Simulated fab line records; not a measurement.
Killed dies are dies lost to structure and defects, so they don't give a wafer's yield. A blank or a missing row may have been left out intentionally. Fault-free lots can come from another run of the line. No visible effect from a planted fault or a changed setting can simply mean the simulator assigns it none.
Problem report, 8D (eight disciplines) form, completed by code :: flow gf180mcu :: the parts of the form that need people (team, actions taken, sign-off) are left out

== 1. WHAT IS WRONG ==
GF_M3_METAL_ETCH_16, bias-w: mean 173.2 W on 2 wafers (1 lot); fault-free wafers 140.1 W, standard deviation 0.39. That puts it +85 standard deviations away from the usual mean.
The step: etches the open film in Cl2/BCl3, stops on SiO2, target depth 627.5 nm, time 104.6 s.
Earliest sighting: wafer L383.4 on rie-metal-03 at day 25 14:27. The record has a number at this step for 36 wafers belonging to 12 lots. By rule, "out" or "out of limits" means more than 4 standard deviations away from the usual mean. All remaining wafers that have a number are taken as sound.

== 2. WHAT THIS IS AND IS NOT ==
question: which readings at this step
is: bias-w
is not: drypump-motor-current-A, mfc-cl2-sccm, oes-product-au, throttle-valve-pct

question: which lots
is: L383
is not: L374, L375, L376, L377, L379, L380, L382, L391, L392, L394, L395

question: which wafers of those lots
is: L383.4, L383.6
is not: L383.5

question: read on which tools
is: rie-metal-03
is not: rie-metal-01, rie-metal-02

question: when
is: from day 25 14:27
is not: up to then (22 sound wafers); but 12 sound wafers of L391, L392, L394, L395 came after

== 3. SUSPECTS, AND WHAT RULES EACH OUT ==
Counting: any tool at a process step up to the reading remains a suspect provided it ran every lot that is out. Sound lots after the first of them don't rule it out here, since some wafers of a struck lot are sound.
- cmp-02 at GF_V2_CMP_04 (polishes SiO2): kept. L383, the lot that is out, went through it at day 23 17:03; up to then, the latest sound lot through it was L382 at day 23 01:10.
- rie-metal-03 at GF_M3_METAL_ETCH_16 (etches the open film in Cl2/BCl3, stops on SiO2, target depth 627.5 nm, time 104.6 s): kept. L383, the lot that is out, went through it at day 25 14:27; up to then, the latest sound lot through it was L379 at day 24 01:10. On those wafers its own readings are out: bias-w.
- Within cmp-02 at GF_V2_CMP_04, the wafers that are out were processed in chamber 3 and their sound lot-mates in chamber 2.
- Within rie-metal-03 at GF_M3_METAL_ETCH_16, the wafers that are out were processed in chamber 0 and their sound lot-mates in chamber 1.
Left after counting: cmp-02 at GF_V2_CMP_04, rie-metal-03 at GF_M3_METAL_ETCH_16.

== 4. THE CAUSE (what the simulator had put in) ==
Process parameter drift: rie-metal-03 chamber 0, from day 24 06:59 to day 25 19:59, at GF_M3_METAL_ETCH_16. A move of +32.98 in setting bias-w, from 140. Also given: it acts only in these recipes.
Counting leaves 2 suspects; this tool is one of them.

== 5. SEQUENCE OF EFFECTS, ordered by route ==
Each row: a reading where the mean over the struck wafers with a number is more than 3 standard deviations away from the usual. Only readings for which the record gives a usual standard deviation are gone through. hours: the time from each lot's start at the first step in this table that gives one to its start at this step, as a median over the lots. sigmas: the change in usual standard deviations.
hours: 0
step: GF_M3_METAL_ETCH_16
reading: bias-w
usual: 140.1 W
on struck wafers: 173.2
change: +33.2
sigmas: +85

hours: 0
step: GF_M3_STRIP_17
reading: strip-time-to-endpoint-s
usual: 7.87 s
on struck wafers: 7.67
change: -0.20
sigmas: -3.4
Here are the process steps it includes:
- GF_M3_METAL_ETCH_16: etches the open film in Cl2/BCl3, stops on SiO2, target depth 627.5 nm, time 104.6 s.
- GF_M3_STRIP_17: strips in O2/N2.

== 6. WHAT WOULD HAVE CAUGHT IT SOONER ==
31 hours passed between the start of the fault at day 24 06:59 and the first reading out of limits in this record, taken at day 25 14:27.
